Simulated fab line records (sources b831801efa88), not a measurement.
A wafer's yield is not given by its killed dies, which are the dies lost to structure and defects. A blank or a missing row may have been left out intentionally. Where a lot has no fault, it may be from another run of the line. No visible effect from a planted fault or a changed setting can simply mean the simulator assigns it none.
Which tool did it?	flow sky130	18 wafers from 6 lots sampled at 2 of the route's 708 steps

## WHAT THE GAUGES SHOWED, per wafer
SKY_VIA4_BOW_MEAS_03.
lot	measured	on	VIA4_BOW (um)
L388	day 42 02:40	film metro-01	82 94 80
L391	day 43 18:35	film metro-01	86 82 86
L394	day 44 06:33	film metro-02	73 84 73
L395	day 45 00:25	film metro-01	78 78 83
L401	day 46 06:04	film metro-02	92 81 77
L408	day 47 19:19	film metro-03	81 89 76

## EACH LOT AND THE TOOL THAT RAN IT (in order: tool; ch and the chambers of the sampled wafers; start)
lot	SKY_SONOS_ONO_WET_ETCH_18
L388	wet bench-01 ch 3, day 12 19:19
L391	wet bench-03 ch 3, day 14 18:34
L394	wet bench-01 ch 0, day 15 08:22
L395	wet bench-01 ch 3, day 16 07:16
L401	wet bench-01 ch 1, day 18 00:25
L408	wet bench-04 ch 2, day 20 03:03
- SKY_SONOS_ONO_WET_ETCH_18: etches Si3N4 in H3PO4, target depth 15 nm, time 172 s.

## THE ANSWER, worked out from the rows above alone
Rule: what is usual is taken from the lots themselves. The widest of any qualifying gaps counts: lots, ordered by their means at a reading, are off when they make up no more than a third of the lots, leave a main group of 4 or more, and stand apart from it by 3 or more times the standard deviation of that group's means. Not used: any main group whose means are identical at the precision the tables above print for the reading. Also off: a lot with no number at a reading for which 4 or more lots have one. Where the step has rows for the other lots, those lots are counted as sound.
No lot is off at any reading shown: from this, nothing can be told.

## WHAT WAS PUT IN BY THE SIMULATOR
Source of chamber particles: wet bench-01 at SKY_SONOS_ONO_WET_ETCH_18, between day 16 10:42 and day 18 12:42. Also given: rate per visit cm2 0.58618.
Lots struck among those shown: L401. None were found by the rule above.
